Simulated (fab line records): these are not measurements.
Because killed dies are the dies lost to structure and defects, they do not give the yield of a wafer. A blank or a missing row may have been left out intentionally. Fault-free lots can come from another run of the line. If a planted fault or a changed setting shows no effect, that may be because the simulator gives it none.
8D (eight disciplines) problem report, filled in by code || flow gf180mcu || the parts of the form that need people (team, actions taken, sign-off) are left out

## 1. THE ISSUE
Mean of spikeTcUpperC at GF_DUAL_GATE_OXIDATION_15: 810.4 C across 9 wafers in 3 lots; on wafers with no fault it is 850.1 C (standard deviation 1). That is -40 standard deviations from the usual mean.
The step: stabilise 600 s, purge 300 s, target thk 7.098 nm.
First observed at day 11 12:46: wafer L908.3, on furnace-01. Wafers with a number at this step in the record: 36, from 12 lots. By rule, "out" or "out of limits" means more than 4 standard deviations away from the usual mean. The rest of the wafers with a number are treated as sound.

## 2. WHAT IT IS, WHAT IT ISN'T
{"question": "which readings at this step", "is": "spikeTcUpperC, zonePowerCentrePct, zonePowerTopPct, zonePowerUpperPct", "is not": "tube_center_temp_C_max"}
{"question": "which lots", "is": "L908, L909, L911", "is not": "L897, L899, L900, L901, L906, L910, L918, L919, L920"}
{"question": "which wafers of those lots", "is": "all that have a number", "is not": "-"}
{"question": "read on which tools", "is": "furnace-01", "is not": "furnace-02"}
{"question": "when", "is": "from day 11 12:46", "is not": "up to then (15 sound wafers); but 12 sound wafers of L910, L918, L919, L920 came after"}

## 3. THE SUSPECTS, EACH WITH WHAT RULES IT OUT
Counting: a tool at a process step up to the reading stays a suspect if it ran every lot that is out and no sound lot after the first of them.
- furnace-01 at GF_DUAL_GATE_OXIDATION_15 (stabilise 600 s, purge 300 s, target thk 7.098 nm): ruled out as a lasting fault. After its first lot that is out, L908 (day 11 12:46), sound lots L919 ran on it.
Left after counting: nothing in the record.

## 4. THE CAUSE (what the simulator had put in)
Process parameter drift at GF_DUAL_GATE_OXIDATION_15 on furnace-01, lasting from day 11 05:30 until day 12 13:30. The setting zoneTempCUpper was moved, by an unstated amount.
Counting ruled it out, wrongly.

## 5. THE CHAIN OF EFFECTS, in route order
One row per reading whose mean, taken over the struck wafers that have a number, lies over 3 standard deviations from the usual. Only readings for which the record gives a usual standard deviation are gone through. hours: the time from each lot's start at the first step in this table that gives one to its start at this step, as a median over the lots. sigmas: the change in usual standard deviations.
{"hours": 0, "step": "GF_DUAL_GATE_OXIDATION_15", "reading": "spikeTcCentreC", "usual": "850.6 C", "on struck wafers": 856.6, "change": "+6.0", "sigmas": "+4.3"}
{"hours": 0, "step": "GF_DUAL_GATE_OXIDATION_15", "reading": "spikeTcTopC", "usual": "863.9 C", "on struck wafers": 872.2, "change": "+8.3", "sigmas": "+4.6"}
{"hours": 0, "step": "GF_DUAL_GATE_OXIDATION_15", "reading": "spikeTcUpperC", "usual": "850.1 C", "on struck wafers": 810.4, "change": -39.7, "sigmas": -40}
{"hours": 0, "step": "GF_DUAL_GATE_OXIDATION_15", "reading": "zonePowerCentrePct", "usual": "16.8 %", "on struck wafers": 22.9, "change": "+6.1", "sigmas": "+11"}
{"hours": 0, "step": "GF_DUAL_GATE_OXIDATION_15", "reading": "zonePowerTopPct", "usual": "31.1 %", "on struck wafers": 38.5, "change": "+7.4", "sigmas": "+8.5"}
{"hours": 0, "step": "GF_DUAL_GATE_OXIDATION_15", "reading": "zonePowerUpperPct", "usual": "16.2 %", "on struck wafers": 1.6, "change": -14.6, "sigmas": -9.1}
The process steps in it:
- GF_DUAL_GATE_OXIDATION_15: stabilise 600 s, purge 300 s, target thk 7.098 nm.
Later measuring or inspecting steps at which every struck wafer that the step has a row for has a number for every such reading, and none has moved that far: GF_V3_OVL_MEAS_15.

## 6. HOW IT WOULD HAVE BEEN CAUGHT EARLIER
7 hours passed between the start of the fault at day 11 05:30 and the first reading out of limits in this record, taken at day 11 12:46.
